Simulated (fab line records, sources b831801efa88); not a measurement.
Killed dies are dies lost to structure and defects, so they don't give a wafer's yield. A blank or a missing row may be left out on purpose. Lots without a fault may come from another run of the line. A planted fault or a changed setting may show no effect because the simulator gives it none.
fab line records | flow gf180mcu
record lots=12 wafers=36 last_day=34
route steps=602 shown NSD@246 PSD@258 M1@319 V2@408 V3@444
lots that met no fault: from a run of the same line without faults
start_h: hours from the record's first day to the start of the lot's first wafer shown | wait_h: hours since the lot's step before | " the same as in the row above | L1.1+2: a row that stands for several wafers | - no value, or no start given | * or withheld: withheld | < > ~ a bound
route shown NAME@n: a module of which the file shows steps, and the number in the route of the first | usual: mean/standard deviation of fault-free wafers | same: alike in all rows | chamber/n: place in a boat | sites: the reading at each site | _std_site: their standard deviation | _edge_site: outer sites' mean less inner sites' | radius_mm: how far each site lies from the wafer's centre | mask NAME#n: copy n | behind: the tool/chamber that last shaped the wafer | hold: why the lot was held/for how many hours/how that ended | device: the transistor (n, p or np) that didn't switch | end of line: the same wafers' tests at the end of the route | a step without rows: its recipe alone | killed: dies lost to structure and defects at the first sort, not the wafer's yield | map: a wafer's dies, x killed, . not, _ none there
set.NAME: the setting as run; set.NAME@STEP: as run at that earlier step | model.NAME: the simulator's own value behind a step, which no gauge read
steps of the route over a sample of lots; a table a step, a row a wafer
services: from which hour (start_h, from the record's first day; less than 0 if before it) a tool's chamber was out of use, for how many hours, and why
## steps
# step GF_NSD_STRIP_11
# recipe chemistry=O2/N2 power_w=1400 pressure_mtorr=1500 platen_temp_c=250 o2_flow_sccm=3000 n2_flow_sccm=300 overash_fraction=0.5
# usual chamber_pressure_mTorr=1499.8/1.5 drypump_motor_current_A=5.7/0.46 heater_power_w=358/39 oes_product_au=0.488/0.0044 strip_time_to_endpoint_s=22.95/0.036
# columns lot.wafer tool chamber start_h wait_h chamber_pressure_mTorr drypump_motor_current_A heater_power_w oes_product_au rf_hours_counter_h strip_time_to_endpoint_s
L275.2 plasma_asher-03 0 292.67 0.1 1500.6 5.3 333 0.487 18 22.91
L275.4 " 1 " " 1501.0 6.3 417 0.493 - 22.95
L275.6 " 0 " " 1501.0 5.3 343 0.488 - 22.95
L278.1 plasma_asher-01 1 319.87 0.1 1500.6 5.8 303 0.492 52 22.95
L278.2 " 0 " " 1498.6 5.5 368 0.493 52 22.91
L278.3 " 0 " " 1501.7 5.5 372 0.486 - 22.92
L280.2 plasma_asher-03 1 340.52 0.1 - - - - - -
L280.3 " 1 " " - - - - - -
L280.5 " 1 " " - - - - - -
L281.1 plasma_asher-03 0 347.17 0.1 - - - - - -
L281.5 " 0 " " - - - - - -
L281.6 " 1 " " - - - - - -
L282.1 plasma_asher-03 0 354.01 0.1 - - - - - -
L282.2 " 1 " " - - - - - -
L282.6 " 1 " " - - - - - -
L283.3 plasma_asher-03 0 363.10 0.1 1500.4 5.3 331 0.492 - 22.99
L283.4 " 1 " " 1498.3 6.3 417 0.478 - 23.00
L283.5 " 1 " " 1497.0 6.3 407 0.488 - 22.98
L290.1 plasma_asher-03 0 424.12 0.1 1501.6 5.3 323 0.495 33 22.93
L290.3 " 0 " " 1501.0 5.3 336 0.489 - 22.94
L290.5 " 1 " " 1499.1 6.3 418 0.489 - 22.92
L291.1 plasma_asher-01 1 430.56 0.1 1498.8 5.7 304 0.481 65 22.92
L291.3 " 0 " " 1498.0 5.5 370 0.486 - 22.94
L291.6 " 1 " " 1500.6 5.7 315 0.486 - 22.96
L293.3 plasma_asher-03 0 446.99 0.1 1500.9 5.3 334 0.486 - 22.95
L293.5 " 0 " " 1498.2 5.3 343 0.490 - 22.96
L293.6 " 1 " " 1496.5 6.3 405 0.485 - 22.99
L295.2 plasma_asher-04 0 464.87 0.1 1501.3 5.1 332 0.484 3 22.96
L295.4 " 1 " " 1499.4 6.4 318 0.483 - 22.95
L295.6 " 0 " " 1498.7 5.1 346 0.489 - 22.96
L296.1 plasma_asher-03 1 470.87 0.1 1499.8 6.3 400 0.487 38 22.93
L296.3 " 1 " " 1500.6 6.3 416 0.487 - 22.96
L296.5 " 1 " " 1500.1 6.3 404 0.488 - 22.90
L298.1 plasma_asher-03 0 488.62 0.1 1500.2 5.3 333 0.488 40 22.96
L298.3 " 0 " " 1502.3 5.3 337 0.490 - 22.95
L298.5 " 0 " " 1500.4 5.3 345 0.490 - 22.94
# step GF_PSD_STRIP_10
# recipe chemistry=O2/N2 power_w=1400 pressure_mtorr=1500 platen_temp_c=250 o2_flow_sccm=3000 n2_flow_sccm=300 overash_fraction=0.5
# usual chamber_pressure_mTorr=1499.9/1.4 drypump_motor_current_A=5.8/0.32 heater_power_w=338/41 oes_product_au=0.592/0.0045 strip_time_to_endpoint_s=16.54/0.045
# columns lot.wafer tool chamber start_h wait_h chamber_pressure_mTorr drypump_motor_current_A heater_power_w oes_product_au rf_hours_counter_h strip_time_to_endpoint_s
L275.2 plasma_asher-02 0 312.70 0.1 1499.8 6.0 281 0.594 67 16.54
L275.4 " 0 " " 1498.9 6.0 284 0.588 - 16.57
L275.6 " 1 " " 1501.1 6.0 347 0.591 - 16.52
L278.1 plasma_asher-01 1 341.90 0.1 1501.0 5.7 304 0.597 55 16.57
L278.2 " 0 " " 1498.6 5.5 378 0.593 55 16.54
L278.3 " 0 " " 1500.6 5.5 378 0.602 - 16.56
L280.2 plasma_asher-03 0 362.50 0.1 1498.0 5.3 330 0.658 27 31.53
L280.3 " 1 " " 1500.3 6.3 399 0.654 - 31.53
L280.5 " 0 " " 1498.9 5.3 340 0.659 - 31.51
L281.1 plasma_asher-03 0 369.57 0.1 1501.4 5.3 340 0.649 28 31.38
L281.5 " 1 " " 1498.6 6.3 413 0.654 - 31.42
L281.6 " 0 " " 1498.2 5.3 341 0.658 - 31.48
L282.1 plasma_asher-02 0 376.22 0.1 1501.3 6.0 282 0.654 75 31.43
L282.2 " 1 " " 1500.2 5.9 345 0.650 75 31.39
L282.6 " 1 " " 1499.1 5.9 348 0.658 - 31.34
L283.3 plasma_asher-02 0 385.85 0.1 1499.6 6.0 280 0.595 - 16.58
L283.4 " 1 " " 1500.6 5.9 345 0.591 - 16.61
L283.5 " 1 " " 1499.2 6.0 345 0.594 - 16.59
L290.1 plasma_asher-01 0 448.00 0.1 1499.2 5.5 373 0.596 67 16.49
L290.3 " 1 " " 1498.1 5.7 316 0.590 - 16.46
L290.5 " 1 " " 1500.2 5.7 308 0.595 - 16.50
L291.1 plasma_asher-01 0 454.45 0.1 1501.0 5.5 377 0.597 68 16.55
L291.3 " 1 " " 1498.0 5.7 309 0.597 - 16.56
L291.6 " 0 " " 1500.5 5.5 374 0.589 - 16.56
L293.3 plasma_asher-03 0 471.60 0.1 1500.1 5.3 333 0.594 - 16.51
L293.5 " 0 " " 1498.4 5.3 333 0.590 - 16.47
L293.6 " 1 " " 1499.7 6.3 409 0.594 - 16.48
L295.2 plasma_asher-03 0 489.20 0.1 1498.8 5.3 336 0.592 40 16.55
L295.4 " 0 " " 1498.9 5.3 336 0.593 - 16.52
L295.6 " 1 " " 1498.9 6.3 406 0.598 - 16.51
L296.1 plasma_asher-01 0 495.30 0.1 1498.4 5.5 374 0.593 72 16.54
L296.3 " 1 " " 1500.3 5.7 311 0.591 - 16.49
L296.5 " 0 " " 1501.6 5.5 373 0.592 - 16.52
L298.1 plasma_asher-02 1 512.85 0.1 1499.4 5.9 346 0.599 87 16.50
L298.3 " 0 " " 1501.5 6.0 278 0.597 - 16.52
L298.5 " 0 " " 1499.3 6.0 273 0.597 - 16.52
# step GF_PSD_TW_MEAS_11
# usual PSD_TW=3180/18
# columns lot.wafer tool chamber start_h wait_h hold PSD_TW
L275.2 film_metro-04 - 312.81 0.1 - 3177
L275.4 " - " " - 3185
L275.6 " - " " - 3187
L278.1 film_metro-01 - 342.00 0.1 - 3169
L278.2 " - " " - 3185
L278.3 " - " " - 3193
L280.2 film_metro-01 - 362.61 0.1 await_dispo/0.2h/release 30
L280.3 " - " " await_dispo/0.2h/release 30
L280.5 " - " " await_dispo/0.2h/release 30
L280.2 film_metro-01 - 362.84 0.2 - 30
L280.3 " - " " - 30
L280.5 " - " " - 30
L281.1 film_metro-01 - 369.67 0.1 await_dispo/0.2h/release 30
L281.5 " - " " await_dispo/0.2h/release 30
L281.6 " - " " await_dispo/0.2h/release 30
L281.1 film_metro-01 - 369.89 0.2 - 30
L281.5 " - " " - 30
L281.6 " - " " - 30
L282.1 film_metro-04 - 376.32 0.1 await_dispo/0.2h/release 30
L282.2 " - " " await_dispo/0.2h/release 30
L282.6 " - " " await_dispo/0.2h/release 30
L282.1 film_metro-04 - 376.63 0.3 - 30
L282.2 " - " " - 30
L282.6 " - " " - 30
L283.3 film_metro-01 - 385.94 0.1 - 3176
L283.4 " - " " - 3178
L283.5 " - " " - 3176
L290.1 film_metro-03 - 448.10 0.1 - 3158
L290.3 " - " " - 3168
L290.5 " - " " - 3175
L291.1 film_metro-03 - 454.55 0.1 - 3152
L291.3 " - " " - 3151
L291.6 " - " " - 3165
L293.3 film_metro-04 - 471.69 0.1 - 3182
L293.5 " - " " - 3165
L293.6 " - " " - 3172
L295.2 film_metro-01 - 489.31 0.1 - 3178
L295.4 " - " " - 3184
L295.6 " - " " - 3187
L296.1 film_metro-01 - 495.41 0.1 - 3176
L296.3 " - " " - 3191
L296.5 " - " " - 3189
L298.1 film_metro-01 - 512.95 0.1 - 3204
L298.3 " - " " - 3175
L298.5 " - " " - 3203
# step GF_M1_SPUTTER_04
# recipe material=TiN target_thk_nm=50 power_w=6500 time_s=41.7 chamber_pressure_pa=0.4
# usual throttle_valve_pct=30.1/0.85
# columns lot.wafer tool chamber start_h wait_h throttle_valve_pct
L275.2 pvd_sputter-03 - 358.87 0.0 30.1
L275.4 " - " " 28.5
L275.6 " - " " 30.4
L278.1 pvd_sputter-01 - 389.63 0.0 29.5
L278.2 " - " " 28.6
L278.3 " - " " 30.3
L283.3 pvd_sputter-03 - 435.53 0.0 28.2
L283.4 " - " " 30.3
L283.5 " - " " 28.3
L290.1 pvd_sputter-03 - 499.48 0.0 28.3
L290.3 " - " " 30.4
L290.5 " - " " 28.5
L291.1 pvd_sputter-04 - 505.34 0.0 30.9
L291.3 " - " " 31.0
L291.6 " - " " 29.9
L293.3 pvd_sputter-01 - 522.77 0.0 29.2
L293.5 " - " " 29.4
L293.6 " - " " 28.7
L295.2 pvd_sputter-04 - 539.05 0.0 30.9
L295.4 " - " " 30.7
L295.6 " - " " 30.0
L296.1 pvd_sputter-04 - 545.09 0.0 30.7
L296.3 " - " " 29.8
L296.5 " - " " 30.7
L298.1 pvd_sputter-04 - 562.50 0.0 30.8
L298.3 " - " " 30.7
L298.5 " - " " 30.7
# step GF_V2_CMP_26
# recipe stop_on=SiO2 down_force_psi=3.5 platen_rpm=60 t_overpolish_s=15 target_thk_nm=0 pad_velocity_m_s=0.94248
# usual head_pressure_psi=3.500/0.0068 motor_current_A=11.0/1.4 overpolish_run_s=15.000/0.0091 time_to_endpoint_s=85.8/3
# columns lot.wafer tool chamber start_h wait_h head_pressure_psi motor_current_A overpolish_run_s time_to_endpoint_s
L275.4 cmp-02 3 457.55 0.1 3.503 13.0 14.994 86.7
L275.2 " 0 " " 3.504 9.0 15.005 85.6
L275.6 " 2 " " 3.509 10.1 14.996 85.3
L278.2 cmp-01 3 491.96 0.0 3.498 12.3 14.996 86.1
L278.3 " 0 " " 3.517 9.2 15.003 86.0
L278.1 " 2 " " 3.496 10.6 14.994 84.3
L283.4 cmp-02 3 535.25 0.0 3.509 13.0 15.005 85.8
L283.3 " 1 " " 3.496 13.4 15.004 85.9
L283.5 " 3 " " 3.505 12.5 14.985 87.9
L290.1 cmp-02 0 595.82 0.1 3.500 8.9 15.002 84.8
L290.3 " 1 " " 3.495 12.9 15.004 81.5
L290.5 " 3 " " 3.498 12.8 15.001 86.9
L291.1 cmp-01 0 601.20 0.1 3.502 9.2 14.998 88.9
L291.3 " 1 " " 3.515 12.2 14.986 88.6
L291.6 " 3 " " 3.503 11.7 15.013 85.8
L293.3 cmp-01 1 616.57 0.1 3.501 11.8 14.993 86.5
L293.6 " 3 " " 3.501 11.8 15.009 88.6
L293.5 " 0 " " 3.507 9.1 15.008 89.4
L295.2 cmp-02 3 631.06 0.1 3.500 13.1 14.996 80.3
L295.4 " 0 " " 3.491 8.5 14.991 85.9
L295.6 " 2 " " 3.493 9.9 15.008 83.9
L296.1 cmp-01 1 635.66 0.1 3.501 11.9 15.010 92.8
L296.3 " 2 " " 3.496 11.1 15.006 84.4
L296.5 " 1 " " 3.500 11.4 15.004 87.5
L298.1 cmp-02 1 650.96 0.1 3.504 13.5 14.984 81.8
L298.3 " 3 " " 3.499 12.5 14.994 84.7
L298.5 " 2 " " 3.510 9.9 14.982 82.9
# step GF_V3_OVL_MEAS_15
# usual V3_OVL=0/5.6
# columns lot.wafer tool chamber start_h wait_h V3_OVL[nm]
L275.2 overlay-01 - 507.44 0.1 -8
L275.4 " - " " 4
L275.6 " - " " 0
L278.1 overlay-01 - 539.72 0.1 0
L278.2 " - " " 6
L278.3 " - " " -1
L283.3 overlay-02 - 581.44 0.1 -1
L283.4 " - " " 4
L283.5 " - " " 2
L290.1 overlay-01 - 639.20 0.1 0
L290.3 " - " " -2
L290.5 " - " " 2
L291.1 overlay-02 - 644.17 0.1 -3
L291.3 " - " " 4
L291.6 " - " " 0
L293.3 overlay-01 - 658.69 0.1 -4
L293.5 " - " " -6
L293.6 " - " " -2
L295.2 overlay-02 - 672.03 0.1 -1
L295.4 " - " " -4
L295.6 " - " " 2
L296.1 overlay-01 - 676.62 0.1 5
L296.3 " - " " 7
L296.5 " - " " 5
L298.1 overlay-01 - 690.83 0.1 -4
L298.3 " - " " -6
L298.5 " - " " -1
## services
# columns tool chamber start_h hours kind
cmp-01 - 291.44 2.2 repair
plasma_asher-02 - 336.44 2.9 repair
cmp-02 - 345.07 8.2 pm
cmp-02 - 355.24 2.7 repair
plasma_asher-03 - 374.70 2.8 pm
cmp-01 - 390.25 3.4 pm
cmp-02 - 396.82 1.5 repair
cmp-02 - 404.00 4.0 pm
plasma_asher-02 - 455.14 2.8 pm
plasma_asher-02 - 484.79 15.6 pm
cmp-02 - 509.93 1.9 repair
plasma_asher-01 - 517.54 7.0 repair
plasma_asher-03 - 521.65 10.7 repair
plasma_asher-02 - 527.84 0.5 repair
cmp-01 - 532.75 1.4 repair
cmp-01 - 534.11 6.3 pm
cmp-01 - 541.61 2.0 repair
plasma_asher-02 - 558.71 14.6 pm
plasma_asher-03 - 558.90 1.9 repair
cmp-01 - 572.00 4.0 pm
plasma_asher-01 - 576.45 0.4 repair
plasma_asher-03 - 579.69 0.8 repair
cmp-02 - 588.98 0.3 repair
cmp-02 - 610.08 6.6 pm
## key
first_sign step=GF_NSD_STRIP_11 reading=tool_record direction=missing
effect step=GF_PSD_STRIP_10 reading=strip_time_to_endpoint_s direction=up sigmas=99+ usual=* struck=*
effect step=GF_PSD_TW_MEAS_11 reading=visit direction=added
effect step=GF_PSD_TW_MEAS_11 reading=PSD_TW direction=down sigmas=99+ usual=3180 struck=30
met_at GF_NSD_STRIP_11
struck_lots L280,L281,L282
scrapped_behind GF_PSD_TW_MEAS_11 L280.2,L280.3,L280.5,L281.1,L281.5,L281.6,L282.1,L282.2,L282.6
not_acting_at GF_M1_SPUTTER_04,GF_V2_CMP_26,GF_V3_OVL_MEAS_15
onset_between 292.67 340.52
fault kind=skipped_step_whole tool=plasma_asher-03 chamber=- onset_h=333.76 steps=GF_NSD_STRIP_11 scope=struck_lots_only
